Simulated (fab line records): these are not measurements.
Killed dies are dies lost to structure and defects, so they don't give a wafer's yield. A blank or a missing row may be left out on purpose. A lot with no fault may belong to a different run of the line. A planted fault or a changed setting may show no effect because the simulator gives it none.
fab line records	flow sky130
record lots=7	wafers=21	lastDay=49
route steps=708 shown NWELL@77 PWDE@84 VT_ADJUST_HVTP@85
lots with no fault: from the same line, run without faults
startH: the number of hours between the record's first day and the start of the first shown wafer of the lot	waitH: hours since the lot's step before	" as in the row above	L1.1+2: one row covering several wafers at once	- no value, or no start was given	* or withheld: withheld	< > ~ a bound
route shown NAME@n: NAME is a module with steps in the file, n the number in the route of the first one	usual: mean/standard deviation of fault-free wafers	same: alike in all rows	chamber/n: place in a boat	sites: the reading at each site	_std_site: their standard deviation	_edge_site: the outer-site mean with the inner-site mean subtracted	radiusMm: how far each site lies from the wafer's centre	mask NAME#n: copy n	behind: the most recent tool/chamber to have shaped the wafer	hold: the reason the lot was held/the length of the hold in hours/how it ended	device: whichever transistor did not switch (one of n, p or np)	end of line: tests run on the same wafers once the route is complete	step lacking rows: just its recipe	killed: not the wafer's yield, but the dies lost to structure and defects at the first sort	map: dies across one wafer; x = killed, . = not, _ = none there
set.NAME: the setting as run; set.NAME@STEP: as run at that earlier step	model.NAME: the simulator's own value behind a step, which no gauge read
a table for each step, a row for each wafer; lots at some steps of the route
services: a tool's chamber out of use, with start hour (startH, from the record's first day; less than 0 if before it), hours out, and reason
## steps
# step SKY_NWELL_IMPLANT_24
# recipe species=B	energyKev=140	doseCm2=9.2e+12	tiltDeg=withheld
# step SKY_NWELL_STRIP_25
# recipe chemistry=O2/N2	powerW=1400	pressureMtorr=1500	platenTempC=withheld	o2FlowSccm=3000	n2FlowSccm=300	overashFraction=0.5
# usual drypumpMotorCurrentA=5.8/0.57	o2FlowSccm=2999/8.8	oesProductAu=0.722/0.0044	stripTimeToEndpointS=36.90/0.11
lot.wafer	tool	chamber	startH	waitH	drypumpMotorCurrentA	o2FlowSccm	oesProductAu	rfHoursCounterH	stripTimeToEndpointS
L733.1	plasmaAsher-03	1	115.97	0.1	6.8	3006	0.733	42	36.89
L733.3	"	0	"	"	5.7	2992	0.726	-	36.82
L733.4	"	1	"	"	6.8	2983	0.723	-	36.93
L742.3	plasmaAsher-01	0	169.17	0.1	5.4	2986	0.721	-	36.76
L742.4	"	1	"	"	6.3	3006	0.715	-	36.81
L742.5	"	1	"	"	6.3	3015	0.716	-	36.75
L746.1	plasmaAsher-01	0	201.09	0.1	5.5	3004	0.717	52	36.83
L746.2	"	1	"	"	6.3	3011	0.717	52	37.01
L746.4	"	1	"	"	6.2	3014	0.725	-	36.96
L747.1	plasmaAsher-04	1	202.73	0.1	5.4	2980	0.723	8	36.87
L747.2	"	0	"	"	5.0	3004	0.717	8	36.91
L747.4	"	0	"	"	5.0	2998	0.730	-	36.83
L748.2	plasmaAsher-01	0	206.99	0.1	5.4	2991	0.724	53	37.04
L748.4	"	0	"	"	5.5	2994	0.719	-	37.02
L748.5	"	0	"	"	5.4	3004	0.720	-	37.13
L749.1	plasmaAsher-01	1	214.89	0.1	6.3	2979	0.719	54	36.85
L749.2	"	0	"	"	5.4	3004	0.727	54	36.95
L749.4	"	0	"	"	5.5	2995	0.720	-	36.98
L750.2	plasmaAsher-04	1	217.88	0.1	5.4	3006	0.717	9	36.90
L750.5	"	1	"	"	5.4	3008	0.723	-	36.90
L750.6	"	0	"	"	5.0	2994	0.718	-	36.90
# step SKY_NWELL_TW_MEAS_26
# usual NWELL_2_TW=498/7.1
lot.wafer	tool	chamber	startH	waitH	NWELL_2_TW
L733.1	filmMetro-02	-	116.07	0.1	498
L733.3	"	-	"	"	496
L733.4	"	-	"	"	494
L742.3	filmMetro-02	-	169.26	0.1	494
L742.4	"	-	"	"	494
L742.5	"	-	"	"	496
L746.1	filmMetro-03	-	201.19	0.1	509
L746.2	"	-	"	"	512
L746.4	"	-	"	"	508
L747.1	filmMetro-03	-	202.83	0.1	504
L747.2	"	-	"	"	507
L747.4	"	-	"	"	510
L748.2	filmMetro-02	-	207.10	0.1	498
L748.4	"	-	"	"	499
L748.5	"	-	"	"	497
L749.1	filmMetro-01	-	215.00	0.1	488
L749.2	"	-	"	"	489
L749.4	"	-	"	"	488
L750.2	filmMetro-03	-	217.99	0.1	504
L750.5	"	-	"	"	507
L750.6	"	-	"	"	506
# step SKY_NWELL_CLEAN_27
# recipe chemistry=SC1/SC2	mix=1:4:20	tempC=70	timeS=150	dry=n2Spin
# step SKY_NWELL_RTA_28
# recipe tempC=1050	timeS=30	idleTempC=650	rampUpCPerS=150	rampDownCPerS=90	ambient=N2
# usual chamberO2Ppm=1.996/0.026	lampPowerPct=25.32/0.056	rampDownCPerS=89.998/0.015	wafer_temp_C_max=1054.8/0.83
lot.wafer	tool	chamber	startH	waitH	chamberO2Ppm	lampPowerPct	rampDownCPerS	wafer_temp_C_max
L733.1	rtpAnneal-02	0	116.18	0.0	2.000	25.30	90.042	1054.2
L733.3	"	0	"	"	1.994	25.34	89.989	1055.2
L733.4	"	0	"	"	2.020	25.34	90.012	1053.7
L742.3	rtpAnneal-02	0	169.38	0.0	1.945	25.33	89.986	1056.7
L742.4	"	0	"	"	1.992	25.28	90.025	1055.0
L742.5	"	0	"	"	1.962	25.27	90.004	1054.8
L746.1	rtpAnneal-02	0	201.30	0.0	2.014	25.29	89.997	1055.9
L746.2	"	0	"	"	2.010	25.33	89.993	1055.2
L746.4	"	0	"	"	2.030	25.26	89.975	1054.6
L747.1	rtpAnneal-01	0	202.94	0.0	2.002	25.36	90.018	1054.8
L747.2	"	0	"	"	2.032	25.21	89.990	1053.9
L747.4	"	0	"	"	1.964	25.19	90.000	1056.0
L748.2	rtpAnneal-02	0	207.22	0.0	1.974	25.25	89.979	1054.3
L748.4	"	0	"	"	2.014	25.29	90.007	1054.8
L748.5	"	0	"	"	1.990	25.29	90.016	1054.9
L749.1	rtpAnneal-02	0	215.11	0.0	1.941	25.37	89.983	1053.9
L749.2	"	0	"	"	1.992	25.31	90.019	1054.3
L749.4	"	0	"	"	2.004	25.37	89.998	1055.1
L750.2	rtpAnneal-02	0	218.11	0.0	1.988	25.27	90.004	1055.5
L750.5	"	0	"	"	1.973	25.29	89.988	1055.5
L750.6	"	0	"	"	2.005	25.41	90.029	1053.4
# step SKY_NWELL_RS_MEAS_29
# recipe thkMeasGauge=four-point-probe
# usual NWELL_RS=628.1/1.4
lot.wafer	tool	chamber	startH	waitH	NWELL_RS[ohm/sq]
L733.1	filmMetro-01	-	116.28	0.1	625.5
L733.3	"	-	"	"	625.9
L733.4	"	-	"	"	626.4
L742.3	filmMetro-02	-	169.49	0.1	628.9
L742.4	"	-	"	"	630.9
L742.5	"	-	"	"	628.0
L746.1	filmMetro-02	-	201.40	0.1	627.2
L746.2	"	-	"	"	626.0
L746.4	"	-	"	"	627.6
L747.1	filmMetro-01	-	203.14	0.2	629.9
L747.2	"	-	"	"	629.6
L747.4	"	-	"	"	628.7
L748.2	filmMetro-03	-	207.32	0.1	628.8
L748.4	"	-	"	"	630.2
L748.5	"	-	"	"	630.0
L749.1	filmMetro-02	-	215.21	0.1	628.4
L749.2	"	-	"	"	629.3
L749.4	"	-	"	"	626.6
L750.2	filmMetro-02	-	218.22	0.1	629.5
L750.5	"	-	"	"	627.0
L750.6	"	-	"	"	628.2
# step SKY_NWELL_RS_MEAS_31
# recipe thkMeasGauge=four-point-probe
# usual PWDE_RS=5282/18
lot.wafer	tool	chamber	startH	waitH	PWDE_RS[ohm/sq]
L733.1	filmMetro-01	-	116.52	0.1	5274
L733.3	"	-	"	"	5280
L733.4	"	-	"	"	5288
L742.3	filmMetro-02	-	169.73	0.1	5278
L742.4	"	-	"	"	5285
L742.5	"	-	"	"	5277
L746.1	filmMetro-02	-	201.64	0.1	5288
L746.2	"	-	"	"	5287
L746.4	"	-	"	"	5274
L747.1	filmMetro-01	-	203.38	0.1	5263
L747.2	"	-	"	"	5262
L747.4	"	-	"	"	5251
L748.2	filmMetro-03	-	207.56	0.1	5313
L748.4	"	-	"	"	5289
L748.5	"	-	"	"	5292
L749.1	filmMetro-02	-	215.45	0.1	5306
L749.2	"	-	"	"	5290
L749.4	"	-	"	"	5306
L750.2	filmMetro-02	-	218.46	0.1	5268
L750.5	"	-	"	"	5275
L750.6	"	-	"	"	5272
# step SKY_VT_ADJUST_HVTP_DEHYDRATE_00
# recipe tempC=200	timeS=60
# step SKY_VT_ADJUST_HVTP_HMDS_01
# recipe primeTimeS=60	primeTempC=120
# step SKY_VT_ADJUST_HVTP_COAT_02
# recipe resist=NOVOLAK	spinRpm=3000	resistThkNm=1140
# step SKY_VT_ADJUST_HVTP_SOFTBAKE_03
# recipe tempC=90	timeS=60	resist=NOVOLAK
# step SKY_VT_ADJUST_HVTP_EXPOSE_04
# recipe maskId=HVTPM	na=0.6	sourceShape=conventional	sigmaOuter=0.6	polarization=unpolarized	targetCdNm=380	doseMj=140
# usual exposureDoseMJCm2=141.60/0.13
# same na=0.6
lot.wafer	tool	chamber	startH	waitH	mask	exposureDoseMJCm2
L733.1	ilineStepper-02	0	125.48	-	HVTPM#0	141.77
L733.3	"	0	"	"	HVTPM#0	141.68
L733.4	"	0	"	"	HVTPM#0	141.54
L742.3	ilineStepper-02	0	179.87	-	HVTPM#0	141.28
L742.4	"	0	"	"	HVTPM#0	141.52
L742.5	"	0	"	"	HVTPM#0	141.42
L746.1	ilineStepper-02	0	212.24	-	HVTPM#0	124.69
L746.2	"	0	"	"	HVTPM#0	124.77
L746.4	"	0	"	"	HVTPM#0	124.63
L747.1	ilineStepper-02	0	214.23	-	HVTPM#0	124.61
L747.2	"	0	"	"	HVTPM#0	124.56
L747.4	"	0	"	"	HVTPM#0	124.45
L748.2	ilineStepper-01	0	218.91	-	HVTPM#0	141.48
L748.4	"	0	"	"	HVTPM#0	141.54
L748.5	"	0	"	"	HVTPM#0	141.57
L749.1	ilineStepper-02	0	226.96	-	HVTPM#0	131.13
L749.2	"	0	"	"	HVTPM#0	131.02
L749.4	"	0	"	"	HVTPM#0	130.95
L750.2	ilineStepper-01	0	230.05	-	HVTPM#0	141.72
L750.5	"	0	"	"	HVTPM#0	141.63
L750.6	"	0	"	"	HVTPM#0	141.45
# step SKY_VT_ADJUST_HVTP_PEB_05
# recipe tempC=withheld	timeS=*	resist=NOVOLAK
# step SKY_VT_ADJUST_HVTP_DEVELOP_06
# recipe resist=NOVOLAK	developer=TMAH	developTimeS=60	devTempC=24.03
# usual developerTempC=24.01/0.093
lot.wafer	tool	chamber	startH	waitH	developerTempC	model.VT_ADJUST_HVTP.cdNm
L733.1	lithoTrack-01	0	134.38	0.1	24.11	377.3
L733.3	"	0	"	"	23.89	377.8
L733.4	"	0	"	"	24.03	378
L742.3	lithoTrack-02	0	189.46	0.1	24.04	377.1
L742.4	"	0	"	"	24.19	378.5
L742.5	"	0	"	"	24.19	379.5
L746.1	lithoTrack-02	0	223.11	0.1	24.06	342.8
L746.2	"	0	"	"	24.12	343.9
L746.4	"	0	"	"	23.89	344
L747.1	lithoTrack-01	0	224.48	0.1	23.96	345.2
L747.2	"	0	"	"	24.00	345
L747.4	"	0	"	"	24.02	342.8
L748.2	lithoTrack-01	0	229.76	0.1	24.01	379.7
L748.4	"	0	"	"	23.82	377.1
L748.5	"	0	"	"	23.92	377.8
L749.1	lithoTrack-01	0	238.08	0.1	24.03	358.7
L749.2	"	0	"	"	24.04	358.1
L749.4	"	0	"	"	24.06	356.3
L750.2	lithoTrack-01	0	241.36	0.1	23.95	380.2
L750.5	"	0	"	"	23.97	381.1
L750.6	"	0	"	"	23.90	379.3
# step SKY_VT_ADJUST_HVTP_CD_MEAS_07
# recipe targetCdNm=380
# usual cdNm=379.3/2.4
lot.wafer	tool	chamber	startH	waitH	cdNm
L733.1	cdSem-02	-	134.53	0.1	377.3
L733.3	"	-	"	"	377.9
L733.4	"	-	"	"	377.8
L742.3	cdSem-01	-	189.60	0.1	377.0
L742.4	"	-	"	"	378.7
L742.5	"	-	"	"	379.3
L746.1	cdSem-01	-	223.26	0.1	342.9
L746.2	"	-	"	"	343.7
L746.4	"	-	"	"	343.6
L747.1	cdSem-01	-	224.63	0.1	344.9
L747.2	"	-	"	"	345.1
L747.4	"	-	"	"	342.7
L748.2	cdSem-01	-	229.90	0.1	379.6
L748.4	"	-	"	"	376.9
L748.5	"	-	"	"	377.4
L749.1	cdSem-01	-	238.23	0.1	359.0
L749.2	"	-	"	"	358.2
L749.4	"	-	"	"	356.5
L750.2	cdSem-01	-	241.50	0.1	380.6
L750.5	"	-	"	"	381.4
L750.6	"	-	"	"	379.1
# step SKY_VT_ADJUST_HVTP_OVL_MEAS_08
# usual VT_ADJUST_HVTP_OVL=-0.5/1.5
lot.wafer	tool	chamber	startH	waitH	VT_ADJUST_HVTP_OVL[nm]
L733.1	overlay-02	-	134.65	0.1	1.2
L733.3	"	-	"	"	1.4
L733.4	"	-	"	"	-1.0
L742.3	overlay-02	-	189.70	0.1	0.0
L742.4	"	-	"	"	-1.6
L742.5	"	-	"	"	-1.6
L746.1	overlay-01	-	223.38	0.1	-1.3
L746.2	"	-	"	"	-3.3
L746.4	"	-	"	"	-3.3
L747.1	overlay-01	-	224.75	0.1	-3.5
L747.2	"	-	"	"	-4.1
L747.4	"	-	"	"	-3.4
L748.2	overlay-02	-	230.01	0.1	1.1
L748.4	"	-	"	"	1.0
L748.5	"	-	"	"	-0.8
L749.1	overlay-02	-	238.35	0.1	-0.9
L749.2	"	-	"	"	-0.1
L749.4	"	-	"	"	-0.1
L750.2	overlay-02	-	241.61	0.1	0.6
L750.5	"	-	"	"	-0.5
L750.6	"	-	"	"	1.0
## services
tool	chamber	startH	hours	kind
plasmaAsher-04	-	108.80	9.0	pm
plasmaAsher-04	0	108.80	9.0	ventCycle
plasmaAsher-04	1	108.80	9.0	ventCycle
plasmaAsher-04	0	117.80	-	clean
plasmaAsher-04	1	117.80	-	clean
ilineStepper-02	-	153.28	4.6	repair
plasmaAsher-01	-	169.70	1.8	repair
plasmaAsher-04	-	199.24	2.8	pm
rtpAnneal-02	-	212.42	2.4	pm
plasmaAsher-04	-	217.45	0.4	repair
plasmaAsher-03	-	226.55	4.0	repair
## key
firstSign step=SKY_VT_ADJUST_HVTP_EXPOSE_04	reading=exposureDoseMJCm2	direction=down	sigmas=99+	usual=*	struck=*
effect step=SKY_VT_ADJUST_HVTP_CD_MEAS_07	reading=cdNm	direction=down	sigmas=13	usual=379.3	struck=348.5	through=controlLoop
modelEffect step=SKY_VT_ADJUST_HVTP_DEVELOP_06	value=VT_ADJUST_HVTP.cdNm	without=380.8	struck=348.5
metAt SKY_VT_ADJUST_HVTP_EXPOSE_04
struckWafers L746.1,L746.2,L746.4,L747.1,L747.2,L747.4,L749.1,L749.2,L749.4
sortLeftOut L746.1,L746.2,L746.4
testerLeftOut L746,L747,L749
loopTrim step=SKY_VT_ADJUST_HVTP_EXPOSE_04	setting=dose	lots=L749
onsetBetween 179.87 212.24
fault kind=processParameterDrift	tool=ilineStepper-02	chamber=-	onsetH=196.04	steps=SKY_VT_ADJUST_HVTP_EXPOSE_04	channel=doseMj	offset=-17.039	shape=step	actsIn=theseRecipesOnly	stated=140
# testerLeftOut: of these lots the tester's yield and bins aren't shown, on N5 and GAA mostly nor the transistor test; their killed dies are dies lost to structure and defects alone, not to doping, threshold or leakage, so they don't give the yield
# sortLeftOut: the simulated sort isn't trusted on such a fault, so these wafers' sort isn't shown, and their yield isn't known
# loopTrim: a control loop set the setting to another value than it would have without faults
